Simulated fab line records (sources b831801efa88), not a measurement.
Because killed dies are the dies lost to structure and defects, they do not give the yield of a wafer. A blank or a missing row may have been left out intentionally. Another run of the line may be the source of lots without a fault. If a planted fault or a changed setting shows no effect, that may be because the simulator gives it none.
Struck lot and sound lot, side by side    flow gf180mcu    15 steps out of a route of 602
Sound: the wafers L319.1, L319.3, L319.5. Struck: wafers L322.1, L322.2, L322.5. The cause comes at the end.
Per side, at each step with rows, come the tool, then ch with its chambers, and then its first start. Under that, the readings that differ: sound wafers    struck wafers    difference of the means    sigmas: that difference in standard deviations of wafers without a fault.
alike: words and numbers the same on both sides, and readings whose means are apart by under 2 such deviations; not compared: readings that were withheld, readings missing a value for some wafer, numbers with overlapping values and no deviation given by the record, and bounds like >300 which may hide the same value.
The two part at a step that has a row with sigmas, a row that says differs or no value, or rows on one side only. When numbers do not overlap yet have no deviation, they are printed without sigmas and do not part them. A reading that every wafer of one side lacks parts them only if that side has two wafers or more.

GF_V3_BOW_MEAS_05:
  sound on film metro-01, day 21 06:38; struck on film metro-04, day 22 20:18
  alike: V3_BOW
then, 8 steps without rows for these wafers: GF_V3_DEHYDRATE_06 (time 60 s); GF_V3_HMDS_07 (prime time 60 s); GF_V3_COAT_08; GF_V3_COAT_09 (resist thk 1000 nm); GF_V3_SOFTBAKE_10 (time 60 s); GF_V3_EXPOSE_11 (exposes mask Via3, target cd 260 nm); GF_V3_PEB_12 (peb time 90 s); GF_V3_DEVELOP_13 (develop time 60 s).
GF_V3_CD_MEAS_14: target cd 260 nm.
  sound on cd sem-01, day 22 05:50; struck on cd sem-01, day 23 18:47
  alike: cd nm
GF_V3_OVL_MEAS_15:
  sound on overlay-01, day 22 05:58; struck on overlay-01, day 23 18:55
  alike: V3_OVL
GF_V3_ETCH_16: etches BARC in N2/H2.
  sound on rie diel-04 ch 0,3, day 22 06:00; struck on rie diel-02 ch 0,1,3, day 23 18:56
  alike: bias w, chamber pressure mTorr, drypump motor current A, oes product au, throttle valve pct
GF_V3_ETCH_17: etches SiO2 in C4F8/O2/Ar, stops on TiN, target depth 635 nm.
  sound on rie diel-04 ch 0,3, day 22 06:00; struck on rie diel-02 ch 0,1,3, day 23 18:00
  no value came back on the struck wafers for bias w (W), chamber pressure mTorr (mTorr), oes product au (a.u.); on the sound wafers bias w (W) reads 1200 1198 1200
GF_V3_STRIP_18: strips in O2/N2.
  sound on plasma asher-02 ch 0,1, day 22 06:08; struck on plasma asher-02 ch 0,1, day 23 19:04
reading                sound              struck             difference  sigmas
oes product au (a.u.)  0.592 0.582 0.591  0.666 0.668 0.663  +0.077      +16
  alike: drypump motor current A, heater power w
  not compared: rf hours counter h
then, 1 step without rows for these wafers: GF_V3_STRIP_19 (strips in post etch residue remover, time 1200 s).

WHERE THEY PART
Last at GF_V3_STRIP_18 as far as this record goes, first at GF_V3_ETCH_17.

WHY: what the simulator had put in
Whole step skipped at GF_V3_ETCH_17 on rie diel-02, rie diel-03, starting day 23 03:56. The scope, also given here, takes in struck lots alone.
